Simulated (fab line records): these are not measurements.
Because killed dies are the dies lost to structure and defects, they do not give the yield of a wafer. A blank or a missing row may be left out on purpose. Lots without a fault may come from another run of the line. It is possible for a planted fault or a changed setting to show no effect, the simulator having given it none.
The tool behind it: which one?    flow sky130    24 lots, 72 wafers sampled, at 3 steps of a route of 708

== WHAT EACH GAUGE READ, for each wafer ==
SKY_LI_CONTACT_BOW_MEAS_03.
lot   measured      on             LI_CONTACT_BOW (um)
L074  day 28 02:19  film-metro-03  43 55 64
L075  day 28 13:13  film-metro-03  64 58 60
L076  day 29 08:14  film-metro-01  68 66 63
L077  day 29 12:55  film-metro-03  58 60 65
L078  day 29 16:58  film-metro-03  59 51 60
L079  day 30 00:42  film-metro-03  60 64 50
L080  day 30 10:05  film-metro-04  50 57 55
L081  day 30 13:40  film-metro-03  52 56 67
L083  day 31 10:44  film-metro-03  62 59 51
L082  day 31 11:49  film-metro-04  60 49 50
L084  day 31 19:44  film-metro-01  58 51 54
L085  day 32 04:14  film-metro-03  53 49 62
L086  day 32 22:41  film-metro-03  50 63 51
L087  day 33 00:35  film-metro-03  54 52 46
L088  day 33 02:17  film-metro-01  60 58 55
L089  day 33 04:34  film-metro-03  44 38 46
L090  day 33 18:07  film-metro-04  66 44 64
L091  day 33 18:58  film-metro-03  58 53 48
L092  day 33 23:17  film-metro-01  45 57 56
L093  day 34 14:46  film-metro-04  72 63 44
L094  day 34 21:44  film-metro-01  53 56 55
L095  day 35 09:42  film-metro-04  56 62 61
L096  day 35 15:14  film-metro-01  56 62 63
L097  day 35 18:53  film-metro-04  57 51 54

SKY_VIA1_OVL_MEAS_13.
lot   measured      on          VIA1_OVL (nm)
L074  day 34 03:40  overlay-02  -4 -7 -6
L075  day 34 15:05  overlay-02  -6 -5 -5
L076  day 35 07:11  overlay-02  -4 0 1
L077  day 35 13:51  overlay-02  2 1 -1
L078  day 35 15:40  overlay-02  -10 -8 -8
L079  day 35 21:52  overlay-01  -9 -8 -2
L080  day 36 08:28  overlay-02  0 -1 4
L081  day 36 11:51  overlay-01  -5 -3 -10
L083  day 37 08:34  overlay-01  0 1 -3
L082  day 37 08:53  overlay-02  -4 -4 -7
L084  day 37 16:03  overlay-01  -3 -2 -1
L085  day 37 22:59  overlay-02  6 11 4
L086  day 38 17:28  overlay-01  3 -2 -6
L087  day 38 19:44  overlay-02  3 -2 4
L088  day 38 20:53  overlay-02  -3 -8 -4
L089  day 38 23:53  overlay-02  -11 -7 -10
L090  day 39 12:10  overlay-01  -14 -14 -10
L091  day 39 13:38  overlay-02  -11 -13 -5
L092  day 39 16:22  overlay-02  -6 -5 -4
L093  day 40 06:32  overlay-01  -6 -10 -2
L094  day 40 11:21  overlay-01  -2 -2 3
L095  day 41 00:05  overlay-01  4 1 3
L096  day 41 05:30  overlay-01  4 -1 6
L097  day 41 09:01  overlay-02  7 7 8

== WHAT TOOL EACH LOT RAN ON (gives the tool, then ch and the chambers of the sampled wafers, and finally the start) ==
lot   SKY_LOCAL_INTERCONNECT_METAL_ETCH_14
L074  rie-metal-03 ch 0,1, day 30 13:07
L075  rie-metal-03 ch 0,1, day 30 23:23
L076  rie-metal-03 ch 0,1, day 31 17:14
L077  rie-metal-03 ch 0,1, day 31 23:35
L078  rie-metal-04 ch 0,1, day 32 02:37
L079  rie-metal-03 ch 0,1, day 32 10:12
L080  rie-metal-04 ch 0,1, day 32 19:20
L081  rie-metal-03 ch 1, day 32 22:24
L083  rie-metal-04 ch 0,1, day 33 19:30
L082  rie-metal-02 ch 0, day 33 20:02
L084  rie-metal-03 ch 0,1, day 34 03:33
L085  rie-metal-04 ch 0,1, day 34 11:56
L086  rie-metal-04 ch 0,1, day 35 06:50
L087  rie-metal-02 ch 0,1, day 35 08:35
L088  rie-metal-03 ch 0,1, day 35 09:46
L089  rie-metal-02 ch 1, day 35 11:53
L090  rie-metal-02 ch 0,1, day 36 01:36
L091  rie-metal-04 ch 0,1, day 36 02:56
L092  rie-metal-02 ch 0,1, day 36 06:32
L093  rie-metal-04 ch 0,1, day 36 20:53
L094  rie-metal-04 ch 0,1, day 37 03:35
L095  rie-metal-02 ch 0,1, day 37 16:26
L096  rie-metal-04 ch 0,1, day 37 22:09
L097  rie-metal-02 ch 0,1, day 38 01:02
- SKY_LOCAL_INTERCONNECT_METAL_ETCH_14: etches TiN in Cl2/BCl3, stops on PSG, target depth 110 nm, time 31.4 s.

== AS READ BY THE TOOLS THEMSELVES (means over the sampled wafers that have a number; for cases with no such wafer, the mark the record gives instead) ==
SKY_LOCAL_INTERCONNECT_METAL_ETCH_14.
lot   tool          drypump-motor-current-A (A)  oes-product-au (a.u.)  throttle-valve-pct (%)
L074  rie-metal-03  5.7                          0.945                  21.893
L075  rie-metal-03  6.2                          0.945                  21.895
L076  rie-metal-03  6.2                          0.955                  21.894
L077  rie-metal-03  6.2                          0.943                  21.902
L078  rie-metal-04  6.0                          0.953                  21.896
L079  rie-metal-03  6.2                          0.940                  21.905
L080  rie-metal-04  6.2                          0.951                  21.895
L081  rie-metal-03  6.7                          0.942                  21.900
L083  rie-metal-04  6.0                          0.932                  21.908
L082  rie-metal-02  6.3                          0.935                  21.904
L084  rie-metal-03  6.2                          0.928                  21.898
L085  rie-metal-04  6.2                          0.927                  21.915
L086  rie-metal-04  6.2                          0.958                  21.891
L087  rie-metal-02  5.8                          0.938                  21.903
L088  rie-metal-03  5.6                          0.925                  21.907
L089  rie-metal-02  5.6                          0.938                  21.902
L090  rie-metal-02  6.0                          0.934                  21.912
L091  rie-metal-04  6.2                          0.935                  21.906
L092  rie-metal-02  5.8                          0.943                  21.902
L093  rie-metal-04  6.2                          0.934                  21.909
L094  rie-metal-04  6.0                          0.949                  21.895
L095  rie-metal-02  6.0                          0.943                  21.897
L096  rie-metal-04  6.0                          0.942                  21.904
L097  rie-metal-02  5.8                          0.935                  21.900

== THE ANSWER, worked out from the rows above alone ==
Rule: the lots themselves supply what counts as usual. Put in order of their means at a reading, lots are off if they are a third of the lots or fewer, leave a main group of 4 or more, and stand apart from it by a gap of 3 or more times the standard deviation of the main group's means; of several such gaps the widest counts. A main group whose means are all the same, to the digits that the tables above print for the reading, isn't used. Also off: a lot with no number at a reading for which 4 or more lots have one. The other lots that the step has rows for count as sound. Order of review: gauges by route order, followed by the tools' own readings, for which a lot's mean as printed above is used. At the first step where some lot is off, the reading lying furthest off is the one used; lots without a number count as furthest.
Nothing can be told from this: no lot is off at any reading shown.

== WHAT THE SIMULATOR PUT IN ==
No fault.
